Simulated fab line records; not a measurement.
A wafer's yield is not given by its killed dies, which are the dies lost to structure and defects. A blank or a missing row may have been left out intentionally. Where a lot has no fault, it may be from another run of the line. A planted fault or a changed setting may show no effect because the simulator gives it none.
A struck lot beside a sound one	flow sky130	20 out of 708 route steps
Sound: these wafers, L812.2, L812.3, L812.5. Struck: wafer L818.2 (left out: L818.4, a lot-mate that was not struck); the cause follows at the end.
Order at every step that has rows: each side's tool, ch and its chambers, its first start. Under that, the readings that differ: sound wafers	struck wafers	difference of the means	sigmas: that difference in standard deviations of wafers without a fault.
alike: words and numbers the same on both sides, and readings whose means are apart by under 2 such deviations; not compared: readings that were withheld, readings missing a value for some wafer, numbers with overlapping values and no deviation given by the record, and bounds like >300 which may hide the same value.
The two part at a step that has a row with sigmas, a row that says differs or no value, or rows on one side only. Non-overlapping numbers with no deviation appear without sigmas and do not part them. A reading that every wafer of one side lacks parts them only if that side has two wafers or more.

SKY_FIELD_ISO_BOW_MEAS_00:
  sound on film_metro-03 at day 1 10:01; struck on film_metro-03 at day 2 16:01
reading	sound	struck	difference	sigmas
INCOMING_BOW (um)	11 7 -8	-11	-14	-2
then, 1 step without rows for these wafers: SKY_FIELD_ISO_OXIDATION_01 (stabilise 600 s, purge 300 s, target thk 12 nm).
SKY_FIELD_ISO_THK_MEAS_02:
  sound on film_metro-03 at day 1 11:38; struck on film_metro-03 at day 2 18:32
  alike: FIELD_ISO_OXIDATION_00_THK
then, 1 step without rows for these wafers: SKY_FIELD_ISO_CVD_03 (deposits Si3N4 from DCS/NH3, target thk 165 nm, time 2830 s).
SKY_FIELD_ISO_THK_MEAS_04:
  sound on film_metro-03 at day 1 13:29; struck on film_metro-01 at day 2 20:23
  alike: FIELD_ISO_CVD_03_THK
then, 5 steps without rows for these wafers: SKY_FIELD_ISO_DEHYDRATE_05 (time 60 s); SKY_FIELD_ISO_HMDS_06 (prime time 60 s); SKY_FIELD_ISO_COAT_07 (resist thk 60 nm); SKY_FIELD_ISO_COAT_08 (resist thk 450 nm); SKY_FIELD_ISO_SOFTBAKE_09 (time 90 s).
SKY_FIELD_ISO_EXPOSE_10: exposes mask FOM, target cd 150 nm.
  sound on krf_scanner-01 ch 0, day 1 21:04; struck on krf_scanner-02 ch 0, day 3 04:10
  alike: mask
then, 2 steps without rows for these wafers: SKY_FIELD_ISO_PEB_11; SKY_FIELD_ISO_DEVELOP_12 (develop time 60 s).
SKY_FIELD_ISO_CD_MEAS_13: the cd target is 150 nm.
  sound on cd_sem-01 at day 2 04:14; struck on cd_sem-01 at day 3 12:29
reading	sound	struck	difference	sigmas
cd_nm (nm)	149.6 149.8 148.1	144.7	-4.5	-3
SKY_FIELD_ISO_ETCH_14: etches BARC in N2/H2, stops on SiO2, time 45.9 s, target depth 60 nm.
  sound on rie_diel-02 ch 0,1,2, day 2 04:20; struck on rie_diel-01 ch 3, day 3 12:35
reading	sound	struck	difference	sigmas
model.FIELD_ISO.cd_nm (nm)	149.8 149.9 147.8	144.7	-4.5	
  alike: drypump_motor_current_A, oes_product_au, throttle_valve_pct
  not compared: rf_hours_counter_h
SKY_FIELD_ISO_ETCH_15: etches the open film in CHF3/O2, stops on Si, target depth 180 nm, time 72 s.
  sound on rie_diel-02 ch 0,1,2, day 2 04:22; struck on rie_diel-01 ch 3, day 3 12:37
  alike: drypump_motor_current_A, oes_product_au, throttle_valve_pct
  not compared: rf_hours_counter_h
SKY_FIELD_ISO_STRIP_16: strips in O2/N2.
  sound on plasma_asher-01 ch 0,1, day 2 04:26; struck on plasma_asher-03 ch 1, day 3 12:41
reading	sound	struck	difference	sigmas
drypump_motor_current_A (A)	5.0 4.8 5.0	6.4	+1.5	+2
  alike: o2_flow_sccm, oes_product_au, strip_time_to_endpoint_s
  not compared: rf_hours_counter_h
SKY_FIELD_ISO_ETCH_17: etches Si in HBr/Cl2/O2, target depth 342 nm, time 97.7 s.
  sound on rie_si-02 ch 0,1,2, day 2 04:32; struck on rie_si-02 ch 1, day 3 12:47
reading	sound	struck	difference	sigmas
model.FIELD_ISO.cd_nm (nm)	150.4 149.7 147.3	145.6	-3.5	
  alike: HBr_flow_sccm, drypump_motor_current_A, oes_product_au, throttle_valve_pct
  not compared: rf_hours_counter_h
then, 1 step without rows for these wafers: SKY_FIELD_ISO_WET_ETCH_18 (etches Si3N4 in H3PO4, target depth 25 nm, time 286 s).
-- here the record skips 44 days between the struck wafers' starts before and after, leaving off in module FIELD_ISO and picking up in module PAD_OPEN (first step shown: number 708 of the route) --
SKY_PAD_OPEN_PROBE_99:
  sound on prober-02 at day 45 14:29; struck on prober-01 at day 47 12:38
reading	sound	struck	difference	sigmas
model.etest.res_pdiff.width_nm (nm)	144.4 143.5 140.7	139.4	-3.5	
model.etest.res_ndiff.width_nm (nm)	158.4 156.5 154	152.4	-3.9	
  alike: killed_at_M0_to_M3, killed_at_M4_up, killed_at_contacts, killed_at_front_end, killed_at_other, killed_dies, killed_open, killed_short

== WHERE THEY PART ==
At SKY_FIELD_ISO_BOW_MEAS_00 first; at SKY_FIELD_ISO_STRIP_16 last (within this record only). Later steps at which nothing parts them and some readings are alike: SKY_FIELD_ISO_ETCH_17, SKY_PAD_OPEN_PROBE_99.

WHY: whatever the simulator had introduced
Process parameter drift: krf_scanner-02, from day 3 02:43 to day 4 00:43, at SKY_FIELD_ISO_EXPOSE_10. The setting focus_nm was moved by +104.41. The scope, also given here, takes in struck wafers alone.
